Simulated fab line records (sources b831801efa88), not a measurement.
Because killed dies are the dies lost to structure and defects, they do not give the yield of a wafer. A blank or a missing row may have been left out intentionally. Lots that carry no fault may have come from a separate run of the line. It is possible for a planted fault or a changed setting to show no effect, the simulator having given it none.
A lot that was struck, set against a sound lot + flow sky130 + 40 steps out of a route of 708
Sound: wafers L631.2, L631.5, L631.6. Struck: wafer L632.5. (L632.2, L632.3 of the same lot were not struck and are left out.) The cause comes at the end.
For every step that has rows: the tool of each side, followed by ch and its chambers, followed by its first start. Under that, the readings that differ: sound wafers + struck wafers + difference of the means + sigmas: that difference in standard deviations of wafers without a fault.
alike: readings with means less than 2 such deviations apart, plus words and numbers identical on both sides. not compared: withheld readings, readings lacking a value on some wafer, bounds such as >300 that could conceal the same value, and numbers that have no deviation in the record and whose values overlap.
Wherever a step has rows on one side only, a row that says differs or no value, or a row with sigmas, the two part there. Numbers that have no deviation but don't overlap get no sigmas and don't part them. A reading missing from all wafers of one side parts the sides only when that side holds two or more wafers.

first, 6 steps without rows for these wafers: SKY_METAL5_HMDS_08 (prime time 60 s); SKY_METAL5_COAT_09 (resist thk 1800 nm); SKY_METAL5_SOFTBAKE_10 (time 60 s); SKY_METAL5_EXPOSE_11 (exposes mask MM5, target cd 1600 nm); SKY_METAL5_PEB_12; SKY_METAL5_DEVELOP_13 (develop time 60 s).
SKY_METAL5_DESCUM_14: chemistry O2, time 11 s.
  sound on rie metal-02 ch 0,1, day 44 23:38; struck on rie metal-03 ch 1, day 45 01:44
  alike: drypump motor current A, he backside leak sccm, oes product au
  not compared: rf hours counter h
SKY_METAL5_METAL_ETCH_15: etches the open film in Cl2/BCl3, stops on SiO2, target depth 1260 nm, time 252 s.
  sound on rie metal-02 ch 0,1, day 44 23:40; struck on rie metal-03 ch 1, day 45 01:46
| reading                      | sound       | struck | difference | sigmas |
|------------------------------|-------------|--------|------------|--------|
| he backside leak sccm (sccm) | 3.4 3.1 6.4 | 3.1    | -1.2       | -3     |
  alike: drypump motor current A, oes product au, throttle valve pct
  not compared: rf hours counter h
then, 4 steps without rows for these wafers: SKY_METAL5_STRIP_16 (strips in O2/N2); SKY_METAL5_STRIP_17 (strips in post etch residue remover, time 1200 s); SKY_METAL5_CLEAN_18 (cleans in IPA, time 180 s); SKY_METAL5_CLEAN_19 (cleans in O3/DIW).
SKY_PASSIVATION_CVD_00: deposits SiO2, target thk 90 nm.
  sound on pecvd-04 ch 0,1,2, day 45 00:32; struck on pecvd-04 ch 1, day 45 02:38
  alike: heater power w
SKY_PASSIVATION_THK_MEAS_01:
  sound on film metro-04 at day 45 00:34; struck on film metro-02 at day 45 02:40
  alike: PASSIVATION_CVD_00_THK
SKY_PASSIVATION_CVD_02: deposits Si3N4, target thk 540 nm.
  sound on pecvd-02 ch 0,1, day 45 00:37; struck on pecvd-02 ch 0, day 45 02:43
  alike: heater power w
SKY_PASSIVATION_THK_MEAS_03:
  sound on film metro-01 at day 45 00:51; struck on film metro-02 at day 45 02:58
  alike: PASSIVATION_CVD_02_THK
then, 7 steps without rows for these wafers: SKY_PASSIVATION_DEHYDRATE_04 (time 60 s); SKY_PASSIVATION_HMDS_05 (prime time 60 s); SKY_PASSIVATION_COAT_06 (resist thk 3000 nm); SKY_PASSIVATION_SOFTBAKE_07; SKY_PASSIVATION_EXPOSE_08 (exposes mask NSM, target cd 3000 nm); SKY_PASSIVATION_PEB_09; SKY_PASSIVATION_DEVELOP_10 (develop time 60 s).
SKY_PASSIVATION_ETCH_11: etches the open film in CF4/O2, stops on AlCu, target depth 725 nm, time 161.1 s.
  sound on rie diel-01 ch 0,1,3, day 45 20:46; struck on rie diel-04 ch 1, day 45 22:43
  alike: drypump motor current A, oes product au, throttle valve pct
  not compared: rf hours counter h
then, 9 steps without rows for these wafers: SKY_PASSIVATION_STRIP_12 (strips in O2/N2); SKY_PAD_OPEN_DEHYDRATE_00 (time 60 s); SKY_PAD_OPEN_HMDS_01 (prime time 60 s); SKY_PAD_OPEN_COAT_02 (resist thk 3000 nm); SKY_PAD_OPEN_SOFTBAKE_03; SKY_PAD_OPEN_EXPOSE_04 (exposes mask PDM, target cd 60000 nm); SKY_PAD_OPEN_PEB_05; SKY_PAD_OPEN_DEVELOP_06 (develop time 60 s); SKY_PAD_OPEN_ETCH_07 (etches the open film in CF4/O2, stops on AlCu, target depth 725 nm, time 161.1 s).
SKY_PAD_OPEN_STRIP_08: strips in O2/N2.
  sound on plasma asher-01 ch 0,1, day 46 15:26; struck on plasma asher-04 ch 1, day 46 16:40
  alike: drypump motor current A, oes product au, strip time to endpoint s
  not compared: rf hours counter h
then, 4 steps without rows for these wafers: SKY_PAD_OPEN_STRIP_09 (strips in post etch residue remover, time 1200 s); SKY_PAD_OPEN_CLEAN_10 (cleans in IPA, time 180 s); SKY_PAD_OPEN_CLEAN_11 (cleans in O3/DIW); SKY_PAD_OPEN_ANNEAL_12.
SKY_PAD_OPEN_BOW_MEAS_13:
  sound on film metro-02 at day 46 17:36; struck on film metro-04 at day 46 18:49
  alike: PAD_OPEN_BOW
SKY_PAD_OPEN_PROBE_99:
  sound on prober-02 at day 46 17:45; struck on prober-01 at day 46 19:07
| reading                               | sound             | struck | difference | sigmas |
|---------------------------------------|-------------------|--------|------------|--------|
| defect limited yield (%)              | 82.7 84.1 80.3    | 74.0   | -8.4       | -4     |
| killed_at_M4_up                       | 4 4 2             | 0      | -3         | -2     |
| killed at front end                   | 24 16 15          | 9      | -9         | -2     |
| killed at other                       | 0 0 0             | 50     | +50        | +94    |
| killed dies                           | 85 78 97          | 128    | +41        | +4     |
| killed short                          | 47 40 41          | 30     | -13        | -2     |
| sort_bin_3_pad_short (%)              | 1.0 1.0 1.4       | 3.3    | +2.2       | +5     |
| sort_bin_5_function (%)               | 10.2 8.5 10.2     | 16.1   | +6.5       | +5     |
| sort n pass                           | 407 414 395       | 364    | -41        | -4     |
| sort yield pct (%)                    | 82.7 84.1 80.3    | 74.0   | -8.4       | -4     |
| model.etest.tester.sort n pass        | 407 414 395       | 364    | -41        |        |
| model.etest.tester.sort yield pct (%) | 82.72 84.15 80.28 | 73.98  | -8.40      |        |
| model.etest.tester.sort_bin_5_pct (%) | 10.16 8.537 10.16 | 16.06  | +6.44      |        |
| model.etest.tester.sort_bin_3_pct (%) | 1.016 1.016 1.423 | 3.252  | +2.100     |        |
  alike: killed_at_M0_to_M3, killed at contacts, killed open, sort_bin_6_memory

== WHERE THEY PART ==
At SKY_METAL5_METAL_ETCH_15 first; at SKY_PAD_OPEN_PROBE_99 last (within this record only).

WHY: the cause the simulator had injected
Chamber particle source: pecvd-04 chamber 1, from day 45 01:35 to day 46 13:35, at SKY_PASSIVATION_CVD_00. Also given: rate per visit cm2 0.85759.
